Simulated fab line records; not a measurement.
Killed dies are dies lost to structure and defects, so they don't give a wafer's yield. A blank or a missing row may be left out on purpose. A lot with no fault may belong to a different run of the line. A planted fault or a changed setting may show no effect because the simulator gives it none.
fab line records + flow gf180mcu
record
- lots=14
- wafers=42
- last_day=34
route steps=602 shown PSD@254 M1@320
lots that met no fault: from a run of the same line without faults
start_h: hours from the record's first day to the start of the lot's first wafer shown + wait_h: hours from the lot's prior step to this one + " the same as in the row above + L1.1+2: one row covering several wafers at once + - no value, or no start was given + * or withheld: withheld + < > ~ a bound
route shown NAME@n: NAME is a module with steps in the file, n the number in the route of the first one + usual: mean and standard deviation over wafers with no fault + same: alike in all rows + chamber/n: place in a boat + sites: readings site by site + _std_site: standard deviation of those values + _edge_site: outer sites' mean less inner sites' + radius_mm: for every site, how far away it sits from the centre of the wafer + mask NAME#n: copy n + behind: tool/chamber where the wafer was last shaped + hold: why the lot went on hold/how many hours it stayed there/how the hold came to an end + device: the n, p or np transistor that did not switch + end of line: the same wafers' tests at the end of the route + step lacking rows: just its recipe + killed: at the first sort, the dies lost to defects and structure; wafer yield is something else + map: the dies of a wafer, with x for killed, . for not killed, _ for no die there
set.NAME: setting as actually run; set.NAME@STEP: the setting as run at that earlier step + model.NAME: the simulator's own value behind a step, which no gauge read
route steps across a sampled set of lots; one table per step, one row per wafer
services: a tool's chamber out of use, with start hour (start_h, from the record's first day; less than 0 if before it), hours out, and reason
## steps
# step GF_PSD_DEVELOP_06
# recipe
- develop_time_s=60
- dev_temp_c=23
# usual
- chill_plate_temp_C=23.00/0.11
- develop_time_s=60/0
| lot.wafer | tool           | chamber | start_h | wait_h | chill_plate_temp_C | develop_time_s |
|-----------|----------------|---------|---------|--------|--------------------|----------------|
| L566.1    | litho_track-01 | 0       | 334.02  | 0.1    | 22.95              | 60             |
| L566.4    | "              | 0       | "       | "      | 22.81              | 60             |
| L566.6    | "              | 0       | "       | "      | 22.88              | 60             |
| L567.1    | litho_track-01 | 0       | 339.12  | 0.1    | 22.90              | 60             |
| L567.3    | "              | 0       | "       | "      | 22.81              | 60             |
| L567.4    | "              | 0       | "       | "      | 22.83              | 60             |
| L570.3    | litho_track-03 | 0       | 374.54  | 0.1    | 22.84              | 60             |
| L570.5    | "              | 0       | "       | "      | 22.91              | 60             |
| L570.6    | "              | 0       | "       | "      | 22.85              | 60             |
| L571.1    | litho_track-03 | 0       | 378.84  | 0.1    | 22.95              | 60             |
| L571.3    | "              | 0       | "       | "      | 22.91              | 60             |
| L571.6    | "              | 0       | "       | "      | 22.82              | 60             |
| L572.3    | litho_track-03 | -       | 383.84  | 0.1    | -                  | -              |
| L572.4    | "              | -       | "       | "      | -                  | -              |
| L572.5    | "              | -       | "       | "      | -                  | -              |
| L573.1    | litho_track-04 | -       | 389.12  | 0.1    | -                  | -              |
| L573.4    | "              | -       | "       | "      | -                  | -              |
| L573.6    | "              | -       | "       | "      | -                  | -              |
| L574.1    | litho_track-03 | 0       | 401.64  | 0.1    | 23.15              | 60             |
| L574.2    | "              | 0       | "       | "      | 23.03              | 60             |
| L574.6    | "              | 0       | "       | "      | 23.00              | 60             |
| L575.1    | litho_track-03 | 0       | 408.19  | 0.1    | 22.86              | 60             |
| L575.3    | "              | 0       | "       | "      | 23.10              | 60             |
| L575.6    | "              | 0       | "       | "      | 22.98              | 60             |
| L580.3    | litho_track-03 | 0       | 459.49  | 0.1    | 23.09              | 60             |
| L580.5    | "              | 0       | "       | "      | 23.12              | 60             |
| L580.6    | "              | 0       | "       | "      | 23.01              | 60             |
| L581.2    | litho_track-03 | 0       | 461.51  | 0.1    | 22.90              | 60             |
| L581.4    | "              | 0       | "       | "      | 23.00              | 60             |
| L581.5    | "              | 0       | "       | "      | 23.06              | 60             |
| L582.1    | litho_track-04 | 0       | 480.12  | 0.1    | 23.12              | 60             |
| L582.2    | "              | 0       | "       | "      | 22.91              | 60             |
| L582.3    | "              | 0       | "       | "      | 23.12              | 60             |
| L584.1    | litho_track-03 | 0       | 487.19  | 0.1    | 23.09              | 60             |
| L584.2    | "              | 0       | "       | "      | 23.02              | 60             |
| L584.3    | "              | 0       | "       | "      | 23.14              | 60             |
| L585.1    | litho_track-03 | 0       | 493.74  | 0.1    | 22.99              | 60             |
| L585.4    | "              | 0       | "       | "      | 22.86              | 60             |
| L585.6    | "              | 0       | "       | "      | 23.03              | 60             |
| L586.1    | litho_track-03 | 0       | 507.53  | 0.1    | 23.05              | 60             |
| L586.2    | "              | 0       | "       | "      | 23.11              | 60             |
| L586.3    | "              | 0       | "       | "      | 23.17              | 60             |
# step GF_M1_RS_MEAS_05
# recipe
- thk_meas_gauge=four-point-probe
- reads=TiN_of_M1_SPUTTER_04+Ti_of_M1_SPUTTER_03+AlCu_of_M1_SPUTTER_02+TiN_of_M1_SPUTTER_01+Ti_of_M1_SPUTTER_00
# usual
- M1_ALCU_RS=0.0699/0.0006
| lot.wafer | tool          | chamber | start_h | wait_h | M1_ALCU_RS[ohm/sq] |
|-----------|---------------|---------|---------|--------|--------------------|
| L566.1    | film_metro-03 | -       | 382.74  | 0.0    | 0.0699             |
| L566.4    | "             | -       | "       | "      | 0.0697             |
| L566.6    | "             | -       | "       | "      | 0.0699             |
| L567.1    | film_metro-03 | -       | 388.64  | 0.0    | 0.0693             |
| L567.3    | "             | -       | "       | "      | 0.0690             |
| L567.4    | "             | -       | "       | "      | 0.0686             |
| L570.3    | film_metro-04 | -       | 424.98  | 0.1    | 0.0710             |
| L570.5    | "             | -       | "       | "      | 0.0698             |
| L570.6    | "             | -       | "       | "      | 0.0701             |
| L571.1    | film_metro-04 | -       | 429.96  | 0.0    | 0.0689             |
| L571.3    | "             | -       | "       | "      | 0.0693             |
| L571.6    | "             | -       | "       | "      | 0.0692             |
| L572.3    | film_metro-03 | -       | 435.29  | 0.1    | 0.0691             |
| L572.4    | "             | -       | "       | "      | 0.0694             |
| L572.5    | "             | -       | "       | "      | 0.0699             |
| L573.1    | film_metro-04 | -       | 440.06  | 0.0    | 0.0696             |
| L573.4    | "             | -       | "       | "      | 0.0694             |
| L573.6    | "             | -       | "       | "      | 0.0696             |
| L574.1    | film_metro-02 | -       | 458.15  | 0.0    | 0.0713             |
| L574.2    | "             | -       | "       | "      | 0.0712             |
| L574.6    | "             | -       | "       | "      | 0.0709             |
| L575.1    | film_metro-03 | -       | 460.89  | 0.0    | 0.0704             |
| L575.3    | "             | -       | "       | "      | 0.0705             |
| L575.6    | "             | -       | "       | "      | 0.0698             |
| L580.3    | film_metro-04 | -       | 511.65  | 0.1    | 0.0708             |
| L580.5    | "             | -       | "       | "      | 0.0705             |
| L580.6    | "             | -       | "       | "      | 0.0703             |
| L581.2    | film_metro-02 | -       | 513.91  | 0.0    | 0.0698             |
| L581.4    | "             | -       | "       | "      | 0.0697             |
| L581.5    | "             | -       | "       | "      | 0.0701             |
| L582.1    | film_metro-04 | -       | 530.84  | 0.0    | 0.0703             |
| L582.2    | "             | -       | "       | "      | 0.0704             |
| L582.3    | "             | -       | "       | "      | 0.0704             |
| L584.1    | film_metro-03 | -       | 537.84  | 0.0    | 0.0704             |
| L584.2    | "             | -       | "       | "      | 0.0707             |
| L584.3    | "             | -       | "       | "      | 0.0705             |
| L585.1    | film_metro-02 | -       | 543.29  | 0.0    | 0.0704             |
| L585.4    | "             | -       | "       | "      | 0.0701             |
| L585.6    | "             | -       | "       | "      | 0.0704             |
| L586.1    | film_metro-02 | -       | 556.84  | 0.0    | 0.0707             |
| L586.2    | "             | -       | "       | "      | 0.0699             |
| L586.3    | "             | -       | "       | "      | 0.0701             |
# step GF_M1_METAL_ETCH_16
# recipe
- chemistry=Cl2/BCl3
- mask_material=KrF
- target_depth_nm=627.5
- stop_on=SiO2
- pressure_mtorr=8
- icp_w=800
- bias_w=140
- Cl2_flow_sccm=80
- bcl3_flow_sccm=40
- time_s=104.6
# usual
- bcl3_flow_sccm=40.01/0.13
- drypump_motor_current_A=5.7/0.38
- oes_product_au=0.971/0.0056
- throttle_valve_pct=28.252/0.009
| lot.wafer | tool         | chamber | start_h | wait_h | bcl3_flow_sccm | drypump_motor_current_A | oes_product_au | rf_hours_counter_h | throttle_valve_pct |
|-----------|--------------|---------|---------|--------|----------------|-------------------------|----------------|--------------------|--------------------|
| L566.1    | rie_metal-04 | 0       | 405.43  | 0.0    | 39.99          | 5.8                     | 0.965          | 1                  | 28.259             |
| L566.4    | "            | 0       | "       | "      | 40.08          | 5.8                     | 0.968          | -                  | 28.256             |
| L566.6    | "            | 0       | "       | "      | 40.17          | 5.8                     | 0.972          | -                  | 28.255             |
| L567.1    | rie_metal-01 | 1       | 412.18  | 0.0    | 40.00          | 5.8                     | 0.977          | 6                  | 28.254             |
| L567.3    | "            | 0       | "       | "      | 39.98          | 5.4                     | 0.971          | -                  | 28.248             |
| L567.4    | "            | 1       | "       | "      | 39.93          | 5.8                     | 0.977          | -                  | 28.242             |
| L570.3    | rie_metal-04 | 1       | 449.42  | 0.1    | 40.23          | 5.2                     | 0.972          | -                  | 28.260             |
| L570.5    | "            | 1       | "       | "      | 40.19          | 5.2                     | 0.970          | -                  | 28.238             |
| L570.6    | "            | 0       | "       | "      | 39.95          | 5.8                     | 0.973          | -                  | 28.245             |
| L571.1    | rie_metal-04 | 1       | 454.08  | 0.0    | 39.84          | 5.2                     | 0.979          | 9                  | 28.254             |
| L571.3    | "            | 0       | "       | "      | 39.98          | 5.8                     | 0.979          | -                  | 28.254             |
| L571.6    | "            | 0       | "       | "      | 40.03          | 5.8                     | 0.980          | -                  | 28.235             |
| L572.3    | rie_metal-03 | 1       | 460.10  | 0.1    | 40.05          | 6.2                     | 0.975          | -                  | 28.243             |
| L572.4    | "            | 1       | "       | "      | 40.18          | 6.2                     | 0.965          | -                  | 28.237             |
| L572.5    | "            | 1       | "       | "      | 39.91          | 6.2                     | 0.976          | -                  | 28.241             |
| L573.1    | rie_metal-01 | 1       | 463.68  | 0.0    | 40.13          | 5.8                     | 0.973          | 7                  | 28.246             |
| L573.4    | "            | 0       | "       | "      | 39.84          | 5.4                     | 0.972          | -                  | 28.248             |
| L573.6    | "            | 1       | "       | "      | 40.07          | 5.7                     | 0.972          | -                  | 28.258             |
| L574.1    | rie_metal-03 | 1       | 482.23  | 0.0    | 40.03          | 6.2                     | 0.958          | 11                 | 28.275             |
| L574.2    | "            | 1       | "       | "      | 39.93          | 6.2                     | 0.960          | -                  | 28.260             |
| L574.6    | "            | 1       | "       | "      | 39.95          | 6.2                     | 0.969          | -                  | 28.254             |
| L575.1    | rie_metal-03 | 1       | 485.18  | 0.0    | 39.86          | 6.2                     | 0.973          | 11                 | 28.244             |
| L575.3    | "            | 1       | "       | "      | 39.89          | 6.2                     | 0.962          | -                  | 28.248             |
| L575.6    | "            | 1       | "       | "      | 39.97          | 6.2                     | 0.972          | -                  | 28.248             |
| L580.3    | rie_metal-01 | 1       | 534.81  | 0.1    | 39.87          | 5.8                     | 0.972          | -                  | 28.246             |
| L580.5    | "            | 1       | "       | "      | 39.69          | 5.7                     | 0.961          | -                  | 28.251             |
| L580.6    | "            | 0       | "       | "      | 39.98          | 5.4                     | 0.963          | -                  | 28.246             |
| L581.2    | rie_metal-04 | 0       | 536.83  | 0.0    | 40.05          | 5.8                     | 0.970          | 4                  | 28.259             |
| L581.4    | "            | 0       | "       | "      | 40.23          | 5.8                     | 0.969          | -                  | 28.241             |
| L581.5    | "            | 1       | "       | "      | 39.88          | 5.2                     | 0.964          | -                  | 28.266             |
| L582.1    | rie_metal-01 | 0       | 553.08  | 0.0    | 40.18          | 5.4                     | 0.968          | 8                  | 28.252             |
| L582.2    | "            | 1       | "       | "      | 40.05          | 5.8                     | 0.975          | 9                  | 28.252             |
| L582.3    | "            | 0       | "       | "      | 40.37          | 5.4                     | 0.977          | -                  | 28.256             |
| L584.1    | rie_metal-04 | 1       | 560.63  | 0.0    | 40.22          | 5.2                     | 0.965          | 12                 | 28.258             |
| L584.2    | "            | 0       | "       | "      | 40.13          | 5.9                     | 0.965          | 4                  | 28.240             |
| L584.3    | "            | 0       | "       | "      | 40.10          | 5.8                     | 0.965          | -                  | 28.263             |
| L585.1    | rie_metal-01 | 0       | 565.68  | 0.0    | 40.17          | 5.4                     | 0.969          | 9                  | 28.254             |
| L585.4    | "            | 0       | "       | "      | 39.98          | 5.4                     | 0.970          | -                  | 28.247             |
| L585.6    | "            | 0       | "       | "      | 40.10          | 5.4                     | 0.972          | -                  | 28.242             |
| L586.1    | rie_metal-04 | 0       | 579.07  | 0.0    | 40.10          | 5.8                     | 0.973          | 5                  | 28.266             |
| L586.2    | "            | 1       | "       | "      | 40.01          | 5.2                     | 0.964          | 12                 | 28.252             |
| L586.3    | "            | 1       | "       | "      | 39.93          | 5.2                     | 0.972          | -                  | 28.242             |
# step GF_M1_STRIP_17
# recipe
- chemistry=O2/N2
- power_w=1400
- pressure_mtorr=1500
- platen_temp_c=250
- o2_flow_sccm=3000
- n2_flow_sccm=300
- overash_fraction=0.5
# usual
- drypump_motor_current_A=6.1/0.46
- heater_power_w=335/18
- oes_product_au=0.557/0.0047
- strip_time_to_endpoint_s=7.86/0.031
| lot.wafer | tool            | chamber | start_h | wait_h | drypump_motor_current_A | heater_power_w | oes_product_au | rf_hours_counter_h | strip_time_to_endpoint_s |
|-----------|-----------------|---------|---------|--------|-------------------------|----------------|----------------|--------------------|--------------------------|
| L566.1    | plasma_asher-01 | 1       | 405.54  | 0.1    | 6.2                     | 344            | 0.553          | 31                 | 7.84                     |
| L566.4    | "               | 1       | "       | "      | 6.2                     | 340            | 0.558          | -                  | 7.81                     |
| L566.6    | "               | 0       | "       | "      | 6.6                     | 336            | 0.555          | -                  | 7.84                     |
| L567.1    | plasma_asher-04 | 1       | 412.29  | 0.1    | 6.6                     | 346            | 0.549          | 71                 | 7.86                     |
| L567.3    | "               | 1       | "       | "      | 6.6                     | 347            | 0.562          | -                  | 7.83                     |
| L567.4    | "               | 0       | "       | "      | 6.3                     | 344            | 0.554          | -                  | 7.84                     |
| L570.3    | plasma_asher-04 | 0       | 449.52  | 0.1    | 6.3                     | 329            | 0.557          | -                  | 7.84                     |
| L570.5    | "               | 0       | "       | "      | 6.3                     | 339            | 0.556          | -                  | 7.82                     |
| L570.6    | "               | 1       | "       | "      | 6.6                     | 371            | 0.554          | -                  | 7.83                     |
| L571.1    | plasma_asher-04 | 1       | 454.28  | 0.1    | 6.6                     | 363            | 0.567          | 2                  | 7.88                     |
| L571.3    | "               | 1       | "       | "      | 6.6                     | 361            | 0.553          | -                  | 7.87                     |
| L571.6    | "               | 1       | "       | "      | 6.6                     | 364            | 0.552          | -                  | 7.87                     |
| L572.3    | plasma_asher-04 | 0       | 460.29  | 0.1    | 6.3                     | 335            | 0.555          | -                  | 7.89                     |
| L572.4    | "               | 1       | "       | "      | 6.6                     | 382            | 0.555          | -                  | 7.86                     |
| L572.5    | "               | 0       | "       | "      | 6.3                     | 331            | 0.560          | -                  | 7.86                     |
| L573.1    | plasma_asher-01 | 1       | 463.79  | 0.1    | 6.2                     | 344            | 0.556          | 38                 | 7.86                     |
| L573.4    | "               | 1       | "       | "      | 6.2                     | 338            | 0.557          | -                  | 7.90                     |
| L573.6    | "               | 1       | "       | "      | 6.2                     | 341            | 0.556          | -                  | 7.85                     |
| L574.1    | plasma_asher-04 | 0       | 482.45  | 0.2    | 6.3                     | 333            | 0.549          | 5                  | 7.82                     |
| L574.2    | "               | 1       | "       | "      | 6.6                     | 367            | 0.566          | 5                  | 7.87                     |
| L574.6    | "               | 1       | "       | "      | 6.6                     | 372            | 0.562          | -                  | 7.84                     |
| L575.1    | plasma_asher-01 | 1       | 485.40  | 0.2    | 6.2                     | 347            | 0.555          | 40                 | 7.86                     |
| L575.3    | "               | 0       | "       | "      | 6.6                     | 336            | 0.560          | -                  | 7.84                     |
| L575.6    | "               | 0       | "       | "      | 6.6                     | 335            | 0.557          | -                  | 7.81                     |
| L580.3    | plasma_asher-03 | 0       | 534.92  | 0.1    | 5.5                     | 313            | 0.553          | -                  | 7.83                     |
| L580.5    | "               | 0       | "       | "      | 5.5                     | 316            | 0.558          | -                  | 7.83                     |
| L580.6    | "               | 1       | "       | "      | 5.5                     | 319            | 0.557          | -                  | 7.81                     |
| L581.2    | plasma_asher-04 | 1       | 536.94  | 0.1    | 6.6                     | 362            | 0.561          | 11                 | 7.86                     |
| L581.4    | "               | 1       | "       | "      | 6.6                     | 366            | 0.556          | -                  | 7.82                     |
| L581.5    | "               | 1       | "       | "      | 6.6                     | 363            | 0.560          | -                  | 7.81                     |
| L582.1    | plasma_asher-01 | 1       | 553.19  | 0.1    | 6.2                     | 336            | 0.554          | 47                 | 7.92                     |
| L582.2    | "               | 0       | "       | "      | 6.6                     | 330            | 0.553          | 47                 | 7.90                     |
| L582.3    | "               | 1       | "       | "      | 6.2                     | 348            | 0.561          | -                  | 7.92                     |
| L584.1    | plasma_asher-03 | 0       | 560.74  | 0.1    | 5.5                     | 313            | 0.559          | 83                 | 7.84                     |
| L584.2    | "               | 1       | "       | "      | 5.5                     | 317            | 0.556          | 83                 | 7.85                     |
| L584.3    | "               | 1       | "       | "      | 5.5                     | 323            | 0.560          | -                  | 7.83                     |
| L585.1    | plasma_asher-04 | 1       | 565.79  | 0.1    | 6.6                     | 357            | 0.559          | 14                 | 7.91                     |
| L585.4    | "               | 1       | "       | "      | 6.5                     | 373            | 0.560          | -                  | 7.89                     |
| L585.6    | "               | 0       | "       | "      | 6.3                     | 341            | 0.560          | -                  | 7.88                     |
| L586.1    | plasma_asher-03 | 1       | 579.19  | 0.1    | 5.5                     | 325            | 0.553          | 85                 | 7.86                     |
| L586.2    | "               | 0       | "       | "      | 5.5                     | 315            | 0.562          | 85                 | 7.79                     |
| L586.3    | "               | 0       | "       | "      | 5.5                     | 314            | 0.560          | -                  | 7.79                     |
## services
| tool            | chamber | start_h | hours | kind                          |
|-----------------|---------|---------|-------|-------------------------------|
| plasma_asher-01 | -       | 326.38  | 4.5   | repair                        |
| rie_metal-04    | 0       | 333.45  | -     | clean                         |
| rie_metal-04    | 0       | 333.45  | -     | consumable_replace:focus_ring |
| rie_metal-04    | 0       | 333.45  | 19.2  | scheduled_down                |
| rie_metal-04    | 0       | 333.45  | 19.2  | vent_cycle                    |
| rie_metal-03    | 0       | 408.51  | 128.3 | repair                        |
| rie_metal-04    | 0       | 412.96  | 11.9  | repair                        |
| plasma_asher-04 | -       | 421.25  | 9.0   | pm                            |
| plasma_asher-04 | 0       | 421.25  | 9.0   | vent_cycle                    |
| plasma_asher-04 | 1       | 421.25  | 9.0   | vent_cycle                    |
| plasma_asher-04 | 0       | 430.25  | -     | clean                         |
| plasma_asher-04 | 1       | 430.25  | -     | clean                         |
| plasma_asher-01 | -       | 528.53  | 1.3   | repair                        |
| plasma_asher-01 | -       | 534.51  | 2.8   | pm                            |
| rie_metal-03    | 1       | 536.79  | -     | clean                         |
| rie_metal-03    | 1       | 536.79  | 13.8  | scheduled_down                |
| rie_metal-03    | 1       | 536.79  | 13.8  | vent_cycle                    |
| rie_metal-03    | -       | 557.03  | 2.8   | pm                            |
| rie_metal-04    | 1       | 573.91  | 1.1   | repair                        |
| plasma_asher-01 | -       | 576.22  | 1.0   | repair                        |
## key
first_sign
- step=GF_PSD_DEVELOP_06
- reading=tool_record
- direction=missing
effect none on later readings
met_at GF_PSD_DEVELOP_06
struck_lots L572,L573
sort_left_out L572.3,L572.4,L572.5,L573.1,L573.4,L573.6
tester_left_out L572,L573
not_acting_at GF_M1_RS_MEAS_05,GF_M1_METAL_ETCH_16,GF_M1_STRIP_17
onset_between 378.84 383.84
fault
- kind=skipped_step_whole
- tool=litho_track-03,litho_track-04
- chamber=-
- onset_h=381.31
- steps=GF_PSD_DEVELOP_06
- scope=struck_lots_only
# tester_left_out: of these lots the tester's yield and bins aren't shown, on N5 and GAA mostly nor the transistor test; their killed dies are dies lost to structure and defects alone, not to doping, threshold or leakage, so they don't give the yield
# sort_left_out: the simulated sort isn't trusted on such a fault, so these wafers' sort isn't shown, and their yield isn't known
